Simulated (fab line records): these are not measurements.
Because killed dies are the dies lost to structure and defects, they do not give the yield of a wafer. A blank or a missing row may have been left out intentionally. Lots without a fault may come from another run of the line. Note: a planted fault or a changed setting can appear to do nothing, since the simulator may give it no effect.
8D (eight disciplines) problem report, filled in by code	flow sfqLine	the parts of the form that need people (team, actions taken, sign-off) are left out

1. PROBLEM STATEMENT
Wafers without a fault read 0.685 a.u., standard deviation 0.0047; oesProductAu at SFQ_TRILAYER_L0_BARC_OPEN_METAL_ETCH_010 reads a mean of 1.002 a.u. on 2 wafers belonging to 2 lots. Measured from the usual mean, that is +67 standard deviations.
The step: etches BARC in O2, target depth 125 nm, time 41.7 s.
First seen on wafer L892.2, day 4 14:49, on rieMetal-04. At this step, 18 wafers from 6 lots have a number in the record. Rule for "out", or "out of limits": more than 4 standard deviations from the usual mean. Any other wafer with a number is counted as sound.

2. WHAT THIS IS AND IS NOT
question	is	is not
which readings at this step	oesProductAu, runLengthS	drypumpMotorCurrentA
which lots	L892, L896	L884, L885, L905, L906
which wafers of those lots	L892.2, L896.5	L892.4, L892.5, L896.2, L896.6
read on which tools	rieMetal-04	rieMetal-02
when	from day 4 14:49	up to then (8 sound wafers); but 8 sound wafers of L896, L905, L906 came after

3. SUSPECTS, AND WHAT RULES EACH OUT
Counting: any tool at a process step up to the reading remains a suspect provided it ran every lot that is out. Sound lots after the first of them don't rule it out here, since some wafers of a struck lot are sound.
- pvdSputter-03 at SFQ_TRILAYER_L0_DEP_SPUTTER_003 (material MoNx KI, target thk 40 nm, time 100 s): kept. Every lot that is out went through it, the first being L892 (day 3 09:29); the last sound lot it ran before that was L884 (day 1 17:29).
- rieMetal-04 at SFQ_TRILAYER_L0_BARC_OPEN_METAL_ETCH_010 (etches BARC in O2, target depth 125 nm, time 41.7 s): kept. Every lot that is out went through it, the first being L892 (day 4 14:49); the last sound lot it ran before that was L885 (day 2 19:38). Out on those wafers are its own readings of oesProductAu, runLengthS.
- Within rieMetal-04 at SFQ_TRILAYER_L0_BARC_OPEN_METAL_ETCH_010: the wafers that are out ran in chamber 0; their sound lot-mates ran in chamber 1.
What counting leaves: pvdSputter-03 at SFQ_TRILAYER_L0_DEP_SPUTTER_003 and rieMetal-04 at SFQ_TRILAYER_L0_BARC_OPEN_METAL_ETCH_010.

4. THE CAUSE (what the simulator had put in)
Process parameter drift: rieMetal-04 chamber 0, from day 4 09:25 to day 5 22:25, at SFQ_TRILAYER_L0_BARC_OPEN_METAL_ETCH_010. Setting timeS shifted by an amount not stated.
This tool is one of the 2 suspects left after counting.

5. THE EFFECT CHAIN, in route order
Each row: a reading whose mean over the struck wafers that have a number lies more than 3 standard deviations from the usual. Only readings for which the record gives a usual standard deviation are gone through. hours: the time from each lot's start at the first step in this table that gives one to its start at this step, as a median over the lots. sigmas: the change in usual standard deviations.
hours	step	reading	usual	on struck wafers	change	sigmas
0	SFQ_TRILAYER_L0_BARC_OPEN_METAL_ETCH_010	oesProductAu	0.685 a.u.	1.002	+0.317	+67
0	SFQ_TRILAYER_L0_BARC_OPEN_METAL_ETCH_010	runLengthS	70.3 s	51.0	-19.3	-44
Here are the process steps it includes:
- SFQ_TRILAYER_L0_BARC_OPEN_METAL_ETCH_010: etches BARC in O2, target depth 125 nm, time 41.7 s.

6. WHAT WOULD HAVE CAUGHT IT SOONER
5 hours passed between the start of the fault at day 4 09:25 and the first reading out of limits in this record, taken at day 4 14:49.
